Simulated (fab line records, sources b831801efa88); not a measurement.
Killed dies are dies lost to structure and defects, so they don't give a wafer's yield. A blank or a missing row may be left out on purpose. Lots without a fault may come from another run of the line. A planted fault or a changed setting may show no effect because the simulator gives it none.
Which tool did it? | flow sky130 | 11 lots, 33 wafers sampled, at 3 steps of a route of 708

WHAT THE GAUGES READ, wafer by wafer
SKY_FIELD_ISO_THK_MEAS_25.
lot  | measured    | on            | FIELD_ISO_CVD_24_THK (nm)
L865 | day 2 17:03 | film_metro-03 | 593 601 600
L866 | day 2 17:01 | film_metro-01 | 596 582 583
L867 | day 2 21:12 | film_metro-03 | 597 600 592
L868 | day 3 03:55 | film_metro-02 | 602 602 600
L869 | day 3 04:56 | film_metro-02 | 592 589 601
L871 | day 3 15:28 | film_metro-02 | 593 596 594
L876 | day 4 17:13 | film_metro-02 | 410 396 405
L879 | day 5 08:52 | film_metro-02 | 406 413 408
L880 | day 5 18:42 | film_metro-03 | 581 584 583
L881 | day 5 22:44 | film_metro-01 | 595 590 589
L883 | day 6 07:35 | film_metro-03 | 598 591 599

WHICH TOOL RAN EACH LOT (tool, then ch and the chambers of the sampled wafers, then the start)
lot  | SKY_FIELD_ISO_ETCH_15             | SKY_FIELD_ISO_CVD_24
L865 | rie_diel-03 ch 1,2, day 2 11:02   | hdpcvd-02 ch 0,1, day 2 16:58
L866 | rie_diel-04 ch 1,2,3, day 2 11:05 | hdpcvd-01 ch 0,1,2, day 2 16:56
L867 | rie_diel-03 ch 0,2,3, day 2 19:11 | hdpcvd-02 ch 0,1,2, day 2 21:08
L868 | rie_diel-04 ch 2,3, day 3 01:53   | hdpcvd-02 ch 1,2, day 3 03:51
L869 | rie_diel-02 ch 0,1,2, day 3 02:26 | hdpcvd-02 ch 0,1,2, day 3 04:52
L871 | rie_diel-02 ch 0,1, day 3 12:39   | hdpcvd-02 ch 1,2, day 3 15:23
L876 | rie_diel-03 ch 1,2, day 4 14:54   | hdpcvd-01 ch 0,1,2, day 4 17:08
L879 | rie_diel-02 ch 1,2,3, day 5 07:00 | hdpcvd-01 ch 0,1, day 5 08:46
L880 | rie_diel-03 ch 2,3, day 5 15:05   | hdpcvd-02 ch 0,1, day 5 18:36
L881 | rie_diel-02 ch 0,1,3, day 5 17:35 | hdpcvd-02 ch 0,1, day 5 22:40
L883 | rie_diel-04 ch 2,3, day 6 03:42   | hdpcvd-02 ch 0,1,2, day 6 07:31
- SKY_FIELD_ISO_ETCH_15: etches the open film in CHF3/O2, stops on Si, target depth 180 nm, time 72 s.
- SKY_FIELD_ISO_CVD_24: deposits SiO2, target thk 595 nm, time 99.2 s.

THE ANSWER, worked out from the rows above alone
Rule: what is usual is taken from the lots themselves. Put in order of their means at a reading, lots are off if they are a third of the lots or fewer, leave a main group of 4 or more, and stand apart from it by a gap of 3 or more times the standard deviation of the main group's means; of several such gaps the widest counts. A main group whose means are all the same, to the digits that the tables above print for the reading, isn't used. A lot without any number at a reading at which 4 lots or more have one is off too. The other lots that the step has rows for count as sound.
Off: L876, L879, at SKY_FIELD_ISO_THK_MEAS_25 (FIELD_ISO_CVD_24_THK). The main group: mean 593 nm, standard deviation 5.4.
A tool fits if, at a process step before that reading, it ran every lot that is off, and no sound lot after the first of them. The gauges at SKY_FIELD_ISO_THK_MEAS_25 are tried like those tools. Can't be told from this: 2 tools fit, hdpcvd-01 at SKY_FIELD_ISO_CVD_24, film_metro-02 at SKY_FIELD_ISO_THK_MEAS_25.

WHAT THE SIMULATOR HAD PUT IN
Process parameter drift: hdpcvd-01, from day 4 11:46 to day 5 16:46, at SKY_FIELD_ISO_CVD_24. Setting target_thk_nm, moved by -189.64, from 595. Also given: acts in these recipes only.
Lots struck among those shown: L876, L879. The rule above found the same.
